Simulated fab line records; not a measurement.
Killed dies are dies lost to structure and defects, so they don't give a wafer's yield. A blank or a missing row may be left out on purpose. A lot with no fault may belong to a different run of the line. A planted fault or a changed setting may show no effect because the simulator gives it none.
Matching of chambers ; flow sky130 ; cmp-01 running SKY_CONTACT_CMP_04: 4 sister chambers
The step polishes SiO2. 30 wafers are shown with their chamber, then 12 later ones without.

## EACH WAFER AND ITS CHAMBER
wafer;chamber;time to endpoint s (s);motor current A (A)
L074.1;1;78;12.5
L074.2;3;84;12.5
L074.3;2;76;11.9
L076.1;1;84;12.5
L076.2;3;87;12.4
L076.4;0;87;13.0
L077.4;1;87;13.4
L077.5;1;85;12.0
L077.6;2;83;12.9
L078.1;0;83;12.8
L078.2;3;92;11.9
L078.4;1;83;12.8
L080.1;0;85;12.8
L080.3;1;80;12.1
L080.4;2;85;12.0
L081.2;2;84;12.8
L081.5;0;84;12.8
L081.6;1;83;12.6
L085.1;3;90;12.8
L085.3;1;86;12.8
L085.6;0;90;13.3
L086.2;0;79;13.1
L086.5;2;81;12.3
L086.6;1;81;12.7
L088.1;1;77;12.3
L088.3;0;82;13.1
L088.4;2;77;13.0
L089.2;2;82;13.2
L089.3;0;80;13.0
L089.4;1;80;12.6

SIGNATURES (means of the wafers above)
reading;chamber 0;chamber 1;chamber 2;chamber 3;scatter within a chamber
time to endpoint s;83.75;82.18;81.14;88.25;3.42
motor current A;12.988;12.573;12.586;12.400;0.376
Rule: for each reading, subtract the chamber's mean from the wafer's reading, divide by that reading's scatter and square the result; add these up over the readings and take the root, which gives the wafer's distance from the chamber. The wafer belongs to the nearest chamber; if the next one is less than 2 further off, it can't be placed. The scatter: the root of (the sum of the squares of (reading less its chamber's mean) over the shown wafers, divided by (wafers less chambers)).

## WAFERS WITHOUT THEIR CHAMBER
wafer;time to endpoint s (s);motor current A (A)
L091.2;77;13.1
L091.4;76;13.0
L091.5;83;12.8
L093.2;83;12.8
L093.3;87;12.8
L093.5;84;12.8
L096.3;78;12.4
L096.4;80;12.6
L096.5;78;12.4
L097.3;80;11.9
L097.4;86;12.1
L097.5;85;13.0

## CHAMBER TAKEN BY EACH
wafer;from the rows above;in truth
L091.2;can't be placed: 2 or 0 or 1 or 3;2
L091.4;can't be placed: 2 or 1 or 0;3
L091.5;can't be placed: 0 or 1 or 2 or 3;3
L093.2;can't be placed: 0 or 1 or 2 or 3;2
L093.3;can't be placed: 0 or 3 or 1 or 2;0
L093.5;can't be placed: 0 or 1 or 2 or 3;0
L096.3;can't be placed: 2 or 1 or 0 or 3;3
L096.4;can't be placed: 2 or 1 or 0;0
L096.5;can't be placed: 2 or 1 or 0 or 3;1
L097.3;can't be placed: 2 or 1 or 3 or 0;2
L097.4;can't be placed: 3 or 1 or 2 or 0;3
L097.5;can't be placed: 0 or 1 or 2 or 3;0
Placed correctly: 0 of 12. These rows do not allow placing 12 (true chamber among the candidates in 11). Number placed wrongly: 0.
